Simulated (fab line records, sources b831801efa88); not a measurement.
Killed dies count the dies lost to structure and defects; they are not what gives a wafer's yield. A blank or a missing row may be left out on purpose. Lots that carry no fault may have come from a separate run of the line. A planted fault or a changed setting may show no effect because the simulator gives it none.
fab line records :: flow sky130
[record]
  lots = 14
  wafers = 42
  last_day = 50
route steps=708 shown VIA3@573
lots that met no fault: taken from a fault-free run of the same line
start_h: the number of hours between the record's first day and the start of the first shown wafer of the lot :: wait_h: time in hours since the lot's previous step :: " unchanged from the row above :: L1.1+2: one row covering several wafers at once :: - no value, or no start was given :: * or withheld: withheld :: < > ~ a bound
route shown NAME@n: names a module that has steps shown in the file, with the first one's number in the route :: usual: mean/standard deviation of fault-free wafers :: same: alike in all rows :: chamber/n: place in a boat :: sites: readings site by site :: _std_site: standard deviation of those values :: _edge_site: the outer-site mean with the inner-site mean subtracted :: radius_mm: for every site, how far away it sits from the centre of the wafer :: mask NAME#n: copy n :: behind: tool/chamber where the wafer was last shaped :: hold: why the lot was held/for how many hours/how that ended :: device: transistor that didn't switch, given as n, p or np :: end of line: the tests these same wafers got at the end of their route :: where a step has no rows: the recipe by itself :: killed: not the wafer's yield, but the dies lost to structure and defects at the first sort :: map: per-die view of a wafer (x killed, . not killed, _ where there is no die)
set.NAME: the run value of the setting; set.NAME@STEP: its run value at that earlier step :: model.NAME: the simulator's own value behind a step, which no gauge read
steps of the route over a sample of lots; a table a step, a row a wafer
services: the hour from which a tool's chamber was out of use, counted from the record's first day as start_h (under 0 if before that day), plus the number of hours and why
[[steps]]
[step SKY_VIA3_HDPCVD_00]
[recipe]
  material = SiO2
  target_thk_nm = 1635
  sigma_open_frac = 0.3
  time_s = 272.5
  temp_c = 400
  sih4_flow_sccm = 60
  pressure_mtorr = 6
[usual]
  sih4_flow_sccm = 59.99/0.2
lot.wafer: L262.3
tool: hdpcvd-01
chamber: 0
start_h: 902.49
wait_h: 0.0
sih4_flow_sccm: 59.95

lot.wafer: L262.5
tool: hdpcvd-01
chamber: 2
start_h: 902.49
wait_h: 0.0
sih4_flow_sccm: 60.08

lot.wafer: L262.6
tool: hdpcvd-01
chamber: 1
start_h: 902.49
wait_h: 0.0
sih4_flow_sccm: 60.19

lot.wafer: L263.1
tool: hdpcvd-02
chamber: 2
start_h: 918.62
wait_h: 0.0
sih4_flow_sccm: 60.25

lot.wafer: L263.2
tool: hdpcvd-02
chamber: 1
start_h: 918.62
wait_h: 0.0
sih4_flow_sccm: 59.88

lot.wafer: L263.4
tool: hdpcvd-02
chamber: 2
start_h: 918.62
wait_h: 0.0
sih4_flow_sccm: 59.90

lot.wafer: L265.3
tool: hdpcvd-02
chamber: 1
start_h: 931.95
wait_h: 0.0
sih4_flow_sccm: 60.15

lot.wafer: L265.4
tool: hdpcvd-02
chamber: 1
start_h: 931.95
wait_h: 0.0
sih4_flow_sccm: 59.97

lot.wafer: L265.5
tool: hdpcvd-02
chamber: 0
start_h: 931.95
wait_h: 0.0
sih4_flow_sccm: 60.07

lot.wafer: L264.1
tool: hdpcvd-01
chamber: 0
start_h: 937.05
wait_h: 0.0
sih4_flow_sccm: 59.94

lot.wafer: L264.2
tool: hdpcvd-01
chamber: 2
start_h: 937.05
wait_h: 0.0
sih4_flow_sccm: 60.13

lot.wafer: L264.5
tool: hdpcvd-01
chamber: 0
start_h: 937.05
wait_h: 0.0
sih4_flow_sccm: 59.96

lot.wafer: L266.2
tool: hdpcvd-01
chamber: 2
start_h: 944.37
wait_h: 0.0
sih4_flow_sccm: 60.07

lot.wafer: L266.3
tool: hdpcvd-01
chamber: 0
start_h: 944.37
wait_h: 0.0
sih4_flow_sccm: 60.11

lot.wafer: L266.5
tool: hdpcvd-01
chamber: 2
start_h: 944.37
wait_h: 0.0
sih4_flow_sccm: 59.70

lot.wafer: L267.2
tool: hdpcvd-02
chamber: 1
start_h: 947.07
wait_h: 0.0
sih4_flow_sccm: 60.07

lot.wafer: L267.5
tool: hdpcvd-02
chamber: 1
start_h: 947.07
wait_h: 0.0
sih4_flow_sccm: 60.03

lot.wafer: L267.6
tool: hdpcvd-02
chamber: 2
start_h: 947.07
wait_h: 0.0
sih4_flow_sccm: 59.83

lot.wafer: L269.3
tool: hdpcvd-01
chamber: 0
start_h: 952.28
wait_h: 0.0
sih4_flow_sccm: 59.98

lot.wafer: L269.4
tool: hdpcvd-01
chamber: 2
start_h: 952.28
wait_h: 0.0
sih4_flow_sccm: 60.00

lot.wafer: L269.6
tool: hdpcvd-01
chamber: 0
start_h: 952.28
wait_h: 0.0
sih4_flow_sccm: 59.98

lot.wafer: L268.2
tool: hdpcvd-01
chamber: 2
start_h: 955.65
wait_h: 0.0
sih4_flow_sccm: 59.69

lot.wafer: L268.3
tool: hdpcvd-01
chamber: 0
start_h: 955.65
wait_h: 0.0
sih4_flow_sccm: 59.94

lot.wafer: L268.5
tool: hdpcvd-01
chamber: 2
start_h: 955.65
wait_h: 0.0
sih4_flow_sccm: 60.15

lot.wafer: L270.4
tool: hdpcvd-01
chamber: 1
start_h: 966.94
wait_h: 0.1
sih4_flow_sccm: 72.00

lot.wafer: L270.5
tool: hdpcvd-01
chamber: 0
start_h: 966.94
wait_h: 0.1
sih4_flow_sccm: 72.27

lot.wafer: L270.6
tool: hdpcvd-01
chamber: 2
start_h: 966.94
wait_h: 0.1
sih4_flow_sccm: 71.91

lot.wafer: L271.2
tool: hdpcvd-01
chamber: 1
start_h: 973.86
wait_h: 0.0
sih4_flow_sccm: 71.82

lot.wafer: L271.3
tool: hdpcvd-01
chamber: 2
start_h: 973.86
wait_h: 0.0
sih4_flow_sccm: 71.92

lot.wafer: L271.6
tool: hdpcvd-01
chamber: 1
start_h: 973.86
wait_h: 0.0
sih4_flow_sccm: 71.78

lot.wafer: L272.1
tool: hdpcvd-01
chamber: 1
start_h: 983.90
wait_h: 0.0
sih4_flow_sccm: 71.79

lot.wafer: L272.3
tool: hdpcvd-01
chamber: 0
start_h: 983.90
wait_h: 0.0
sih4_flow_sccm: 72.13

lot.wafer: L272.6
tool: hdpcvd-01
chamber: 2
start_h: 983.90
wait_h: 0.0
sih4_flow_sccm: 71.93

lot.wafer: L278.1
tool: hdpcvd-02
chamber: 0
start_h: 1017.64
wait_h: 0.0
sih4_flow_sccm: 60.11

lot.wafer: L278.3
tool: hdpcvd-02
chamber: 2
start_h: 1017.64
wait_h: 0.0
sih4_flow_sccm: 59.81

lot.wafer: L278.5
tool: hdpcvd-02
chamber: 2
start_h: 1017.64
wait_h: 0.0
sih4_flow_sccm: 59.69

lot.wafer: L281.1
tool: hdpcvd-02
chamber: 2
start_h: 1034.54
wait_h: 0.0
sih4_flow_sccm: 59.97

lot.wafer: L281.5
tool: hdpcvd-02
chamber: 0
start_h: 1034.54
wait_h: 0.0
sih4_flow_sccm: 60.24

lot.wafer: L281.6
tool: hdpcvd-02
chamber: 2
start_h: 1034.54
wait_h: 0.0
sih4_flow_sccm: 59.77

lot.wafer: L285.4
tool: hdpcvd-02
chamber: 2
start_h: 1061.84
wait_h: 0.1
sih4_flow_sccm: 59.98

lot.wafer: L285.5
tool: hdpcvd-02
chamber: 1
start_h: 1061.84
wait_h: 0.1
sih4_flow_sccm: 59.76

lot.wafer: L285.6
tool: hdpcvd-02
chamber: 0
start_h: 1061.84
wait_h: 0.1
sih4_flow_sccm: 60.35
[step SKY_VIA3_THK_MEAS_01]
[recipe]
  reads = SiO2_of_VIA3_HDPCVD_00
[usual]
  VIA3_HDPCVD_THK = 1632/16
lot.wafer: L262.3
tool: film_metro-02
chamber: -
start_h: 902.68
wait_h: 0.1
VIA3_HDPCVD_THK[nm]: 1623

lot.wafer: L262.5
tool: film_metro-02
chamber: -
start_h: 902.68
wait_h: 0.1
VIA3_HDPCVD_THK[nm]: 1661

lot.wafer: L262.6
tool: film_metro-02
chamber: -
start_h: 902.68
wait_h: 0.1
VIA3_HDPCVD_THK[nm]: 1624

lot.wafer: L263.1
tool: film_metro-01
chamber: -
start_h: 918.79
wait_h: 0.1
VIA3_HDPCVD_THK[nm]: 1628

lot.wafer: L263.2
tool: film_metro-01
chamber: -
start_h: 918.79
wait_h: 0.1
VIA3_HDPCVD_THK[nm]: 1637

lot.wafer: L263.4
tool: film_metro-01
chamber: -
start_h: 918.79
wait_h: 0.1
VIA3_HDPCVD_THK[nm]: 1629

lot.wafer: L265.3
tool: film_metro-04
chamber: -
start_h: 932.14
wait_h: 0.1
VIA3_HDPCVD_THK[nm]: 1617

lot.wafer: L265.4
tool: film_metro-04
chamber: -
start_h: 932.14
wait_h: 0.1
VIA3_HDPCVD_THK[nm]: 1621

lot.wafer: L265.5
tool: film_metro-04
chamber: -
start_h: 932.14
wait_h: 0.1
VIA3_HDPCVD_THK[nm]: 1647

lot.wafer: L264.1
tool: film_metro-02
chamber: -
start_h: 937.22
wait_h: 0.1
VIA3_HDPCVD_THK[nm]: 1637

lot.wafer: L264.2
tool: film_metro-02
chamber: -
start_h: 937.22
wait_h: 0.1
VIA3_HDPCVD_THK[nm]: 1652

lot.wafer: L264.5
tool: film_metro-02
chamber: -
start_h: 937.22
wait_h: 0.1
VIA3_HDPCVD_THK[nm]: 1629

lot.wafer: L266.2
tool: film_metro-01
chamber: -
start_h: 944.54
wait_h: 0.1
VIA3_HDPCVD_THK[nm]: 1633

lot.wafer: L266.3
tool: film_metro-01
chamber: -
start_h: 944.54
wait_h: 0.1
VIA3_HDPCVD_THK[nm]: 1615

lot.wafer: L266.5
tool: film_metro-01
chamber: -
start_h: 944.54
wait_h: 0.1
VIA3_HDPCVD_THK[nm]: 1627

lot.wafer: L267.2
tool: film_metro-04
chamber: -
start_h: 947.25
wait_h: 0.1
VIA3_HDPCVD_THK[nm]: 1629

lot.wafer: L267.5
tool: film_metro-04
chamber: -
start_h: 947.25
wait_h: 0.1
VIA3_HDPCVD_THK[nm]: 1641

lot.wafer: L267.6
tool: film_metro-04
chamber: -
start_h: 947.25
wait_h: 0.1
VIA3_HDPCVD_THK[nm]: 1621

lot.wafer: L269.3
tool: film_metro-01
chamber: -
start_h: 952.47
wait_h: 0.1
VIA3_HDPCVD_THK[nm]: 1628

lot.wafer: L269.4
tool: film_metro-01
chamber: -
start_h: 952.47
wait_h: 0.1
VIA3_HDPCVD_THK[nm]: 1647

lot.wafer: L269.6
tool: film_metro-01
chamber: -
start_h: 952.47
wait_h: 0.1
VIA3_HDPCVD_THK[nm]: 1635

lot.wafer: L268.2
tool: film_metro-04
chamber: -
start_h: 955.83
wait_h: 0.1
VIA3_HDPCVD_THK[nm]: 1644

lot.wafer: L268.3
tool: film_metro-04
chamber: -
start_h: 955.83
wait_h: 0.1
VIA3_HDPCVD_THK[nm]: 1635

lot.wafer: L268.5
tool: film_metro-04
chamber: -
start_h: 955.83
wait_h: 0.1
VIA3_HDPCVD_THK[nm]: 1650

lot.wafer: L270.4
tool: film_metro-02
chamber: -
start_h: 967.06
wait_h: 0.0
VIA3_HDPCVD_THK[nm]: 1978

lot.wafer: L270.5
tool: film_metro-02
chamber: -
start_h: 967.06
wait_h: 0.0
VIA3_HDPCVD_THK[nm]: 1968

lot.wafer: L270.6
tool: film_metro-02
chamber: -
start_h: 967.06
wait_h: 0.0
VIA3_HDPCVD_THK[nm]: 1993

lot.wafer: L271.2
tool: film_metro-04
chamber: -
start_h: 974.04
wait_h: 0.1
VIA3_HDPCVD_THK[nm]: 1971

lot.wafer: L271.3
tool: film_metro-04
chamber: -
start_h: 974.04
wait_h: 0.1
VIA3_HDPCVD_THK[nm]: 1968

lot.wafer: L271.6
tool: film_metro-04
chamber: -
start_h: 974.04
wait_h: 0.1
VIA3_HDPCVD_THK[nm]: 1979

lot.wafer: L272.1
tool: film_metro-04
chamber: -
start_h: 984.07
wait_h: 0.1
VIA3_HDPCVD_THK[nm]: 1970

lot.wafer: L272.3
tool: film_metro-04
chamber: -
start_h: 984.07
wait_h: 0.1
VIA3_HDPCVD_THK[nm]: 1941

lot.wafer: L272.6
tool: film_metro-04
chamber: -
start_h: 984.07
wait_h: 0.1
VIA3_HDPCVD_THK[nm]: 1977

lot.wafer: L278.1
tool: film_metro-01
chamber: -
start_h: 1017.81
wait_h: 0.1
VIA3_HDPCVD_THK[nm]: 1638

lot.wafer: L278.3
tool: film_metro-01
chamber: -
start_h: 1017.81
wait_h: 0.1
VIA3_HDPCVD_THK[nm]: 1606

lot.wafer: L278.5
tool: film_metro-01
chamber: -
start_h: 1017.81
wait_h: 0.1
VIA3_HDPCVD_THK[nm]: 1632

lot.wafer: L281.1
tool: film_metro-02
chamber: -
start_h: 1034.70
wait_h: 0.1
VIA3_HDPCVD_THK[nm]: 1645

lot.wafer: L281.5
tool: film_metro-02
chamber: -
start_h: 1034.70
wait_h: 0.1
VIA3_HDPCVD_THK[nm]: 1613

lot.wafer: L281.6
tool: film_metro-02
chamber: -
start_h: 1034.70
wait_h: 0.1
VIA3_HDPCVD_THK[nm]: 1634

lot.wafer: L285.4
tool: film_metro-01
chamber: -
start_h: 1061.96
wait_h: 0.0
VIA3_HDPCVD_THK[nm]: 1599

lot.wafer: L285.5
tool: film_metro-01
chamber: -
start_h: 1061.96
wait_h: 0.0
VIA3_HDPCVD_THK[nm]: 1616

lot.wafer: L285.6
tool: film_metro-01
chamber: -
start_h: 1061.96
wait_h: 0.0
VIA3_HDPCVD_THK[nm]: 1607
[[services]]
tool: hdpcvd-01
chamber: -
start_h: 882.14
hours: 0.5
kind: repair

tool: hdpcvd-02
chamber: -
start_h: 950.25
hours: 15.0
kind: pm

tool: hdpcvd-02
chamber: 0
start_h: 950.25
hours: 15.0
kind: vent_cycle

tool: hdpcvd-02
chamber: 1
start_h: 950.25
hours: 15.0
kind: vent_cycle

tool: hdpcvd-02
chamber: 2
start_h: 950.25
hours: 15.0
kind: vent_cycle

tool: hdpcvd-02
chamber: 0
start_h: 965.25
hours: -
kind: clean

tool: hdpcvd-02
chamber: 1
start_h: 965.25
hours: -
kind: clean

tool: hdpcvd-02
chamber: 2
start_h: 965.25
hours: -
kind: clean

tool: hdpcvd-01
chamber: -
start_h: 1014.22
hours: 2.3
kind: repair

tool: hdpcvd-01
chamber: -
start_h: 1058.56
hours: 6.0
kind: pm
[[key]]
[first_sign]
  step = SKY_VIA3_HDPCVD_00
  reading = sih4_flow_sccm
  direction = up
  sigmas = 61
  usual = 59.99
  struck = 71.95
[effect]
  step = SKY_VIA3_THK_MEAS_01
  reading = VIA3_HDPCVD_THK
  direction = up
  sigmas = 21
  usual = 1632
  struck = 1972
met_at SKY_VIA3_HDPCVD_00
struck_lots L270,L271,L272
onset_between 955.65 966.94
[fault]
  kind = process_parameter_drift
  tool = hdpcvd-01
  chamber = -
  onset_h = 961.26
  steps = SKY_VIA3_HDPCVD_00
  channel = sih4_flow_sccm
  offset = 12
  shape = step
  end_h = 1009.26
  acts_in = these_recipes_only
  stated = 60
